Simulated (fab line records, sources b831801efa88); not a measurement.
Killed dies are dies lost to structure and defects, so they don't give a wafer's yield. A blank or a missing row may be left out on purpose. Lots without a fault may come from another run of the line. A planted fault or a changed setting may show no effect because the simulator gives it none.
A struck lot beside a sound one | flow sky130 | 43 steps out of a route of 708
Sound: wafers L313.2, L313.4, L313.5. Struck: wafers L321.1, L321.4, L321.5. The cause comes at the end.
At each step with rows: each side's tool, then ch and its chambers, then its first start. Under that, the readings that differ: sound wafers | struck wafers | difference of the means | sigmas: that difference in standard deviations of wafers without a fault.
alike: readings whose means differ by less than 2 such deviations, and words and numbers that are the same on both sides. not compared: withheld readings, readings that some wafer has no value for, bounds like >300 that may hide the same value, and numbers for which the record gives no deviation and whose values overlap.
The two part at a step that has a row with sigmas, a row that says differs or no value, or rows on one side only. Numbers that don't overlap but have no deviation are shown without sigmas and don't part them. A reading that every wafer of one side lacks parts them only if that side has two wafers or more.

SKY_LDD_HVP_TW_MEAS_10:
  sound on film_metro-01, day 21 22:40; struck on film_metro-01, day 24 18:18
  alike: LDD_HVP_TW
then, 7 steps without rows for these wafers: SKY_LDD_LDN_DEHYDRATE_00 (time 60 s); SKY_LDD_LDN_HMDS_01 (prime time 60 s); SKY_LDD_LDN_COAT_02 (resist thk 1140 nm); SKY_LDD_LDN_SOFTBAKE_03 (time 60 s); SKY_LDD_LDN_EXPOSE_04 (exposes mask LDNTM, target cd 700 nm); SKY_LDD_LDN_PEB_05; SKY_LDD_LDN_DEVELOP_06 (develop time 60 s).
SKY_LDD_LDN_OVL_MEAS_07:
  sound on overlay-01, day 23 05:10; struck on overlay-02, day 25 23:34
  alike: LDD_LDN_OVL
then, 3 steps without rows for these wafers: SKY_LDD_LDN_IMPLANT_08; SKY_LDD_LDN_IMPLANT_09; SKY_LDD_LDN_IMPLANT_10.
SKY_LDD_LDN_IMPLANT_11:
  sound on implanter-01 ch 0, day 23 05:40; struck on implanter-01 ch 0, day 26 00:03
  alike: faraday_current_uA
SKY_LDD_LDN_STRIP_12: strips in O2/N2.
  sound on plasma_asher-02 ch 0,1, day 23 05:48; struck on plasma_asher-02 ch 0,1, day 26 00:12
  reading                      | sound             | struck            | difference | sigmas
  strip_time_to_endpoint_s (s) | 14.24 14.21 14.26 | 14.12 14.06 14.07 | -0.15      | -3
  alike: drypump_motor_current_A, oes_product_au
  not compared: rf_hours_counter_h
SKY_LDD_LDN_TW_MEAS_13:
  sound on film_metro-04, day 23 05:55; struck on film_metro-04, day 26 00:18
  reading    | sound          | struck         | difference | sigmas
  LDD_LDN_TW | 1499 1494 1499 | 1473 1481 1482 | -19        | -2
then, 2 steps without rows for these wafers: SKY_LDD_LDN_CLEAN_14 (cleans in SC1/SC2, time 150 s); SKY_SPACER_CVD_00 (deposits Si3N4 from DCS/NH3, target thk 43.1 nm, time 740 s).
SKY_SPACER_THK_MEAS_01:
  sound on film_metro-03, day 23 07:13; struck on film_metro-01, day 26 02:45
  reading                | sound          | struck         | difference | sigmas
  SPACER_CVD_00_THK (nm) | 43.6 43.7 43.9 | 43.0 43.0 43.1 | -0.7       | -2
then, 9 steps without rows for these wafers: SKY_SPACER_ETCHBACK_02 (etches Si3N4 in CH3F/O2, stops on SiO2, time 46.7 s, target depth 45 nm); SKY_POLY_CUT_DEHYDRATE_00 (time 60 s); SKY_POLY_CUT_HMDS_01 (prime time 60 s); SKY_POLY_CUT_COAT_02 (resist thk 60 nm); SKY_POLY_CUT_COAT_03 (resist thk 450 nm); SKY_POLY_CUT_SOFTBAKE_04 (time 90 s); SKY_POLY_CUT_EXPOSE_05 (exposes mask NPCM, target cd 270 nm); SKY_POLY_CUT_PEB_06; SKY_POLY_CUT_DEVELOP_07 (develop time 60 s).
SKY_POLY_CUT_CD_MEAS_08: target cd 270 nm.
  sound on cd_sem-01, day 24 14:17; struck on cd_sem-02, day 27 07:34
  alike: cd_nm
SKY_POLY_CUT_OVL_MEAS_09:
  sound on overlay-02, day 24 14:23; struck on overlay-02, day 27 07:41
  alike: POLY_CUT_OVL
SKY_POLY_CUT_ETCH_10: etches BARC in N2/H2, stops on SiO2, time 45.9 s, target depth 60 nm.
  sound on rie_diel-04 ch 1,2, day 24 14:25; struck on rie_diel-04 ch 0,2,3, day 27 07:43
  alike: drypump_motor_current_A, oes_product_au, throttle_valve_pct
  not compared: rf_hours_counter_h
SKY_POLY_CUT_ETCH_11: etches Si3N4 in CF4/CH2F2/Ar, stops on poly-Si, time 42.5 s, target depth 60 nm.
  sound on rie_diel-04 ch 1,2, day 24 14:28; struck on rie_diel-04 ch 0,2,3, day 27 07:46
  alike: drypump_motor_current_A, oes_product_au, throttle_valve_pct
  not compared: rf_hours_counter_h
SKY_POLY_CUT_STRIP_12: strips in O2/N2.
  sound on plasma_asher-02 ch 0,1, day 24 14:30; struck on plasma_asher-04 ch 0,1, day 27 07:48
  alike: drypump_motor_current_A, oes_product_au, strip_time_to_endpoint_s
  not compared: rf_hours_counter_h
then, 3 steps without rows for these wafers: SKY_SD_P_DEHYDRATE_00 (time 60 s); SKY_SD_P_HMDS_01 (prime time 60 s); SKY_SD_P_COAT_02 (resist thk 1140 nm).
SKY_SD_P_SOFTBAKE_03: time 61.07 s.
  sound on litho_track-02 ch 0, day 25 05:14; struck on litho_track-04 ch 0, day 27 23:03
  alike: plate_sensor_t_centre_C, plate_sensor_t_edge_C, resist_line_temp_C
then, 3 steps without rows for these wafers: SKY_SD_P_EXPOSE_04 (exposes mask PSDM, target cd 380 nm); SKY_SD_P_PEB_05; SKY_SD_P_DEVELOP_06 (develop time 60 s).
SKY_SD_P_CD_MEAS_07: target cd 380 nm.
  sound on cd_sem-01, day 25 20:17; struck on cd_sem-01, day 28 13:07
  alike: cd_nm
SKY_SD_P_OVL_MEAS_08:
  sound on overlay-01, day 25 20:23; struck on overlay-01, day 28 13:14
  alike: SD_P_OVL
then, 1 step without rows for these wafers: SKY_SD_P_IMPLANT_09.
-- the record jumps here: 20 days lie between the struck wafers' starts before and after (it left off in module SD_P and takes up again in module PAD_OPEN, whose first step shown is number 708 of the route) --
SKY_PAD_OPEN_PROBE_99:
  sound on prober-01, day 46 08:55; struck on prober-01, day 48 04:07
  reading                               | sound            | struck            | difference | sigmas
  killed_at_contacts                    | 29 33 27         | 19 14 24          | -11        | -2
  model.etest.tip_sonos.rs_ohm_sq_range | 40.08 19.54 36.6 | 95.81 79.69 73.31 | +50.86     |
  alike: killed_at_M0_to_M3, killed_at_M4_up, killed_at_front_end, killed_at_other, killed_dies, killed_open, killed_short

WHERE THEY PART
First at SKY_LDD_LDN_STRIP_12; last, within this record, at SKY_PAD_OPEN_PROBE_99.

WHY: what the simulator had put in
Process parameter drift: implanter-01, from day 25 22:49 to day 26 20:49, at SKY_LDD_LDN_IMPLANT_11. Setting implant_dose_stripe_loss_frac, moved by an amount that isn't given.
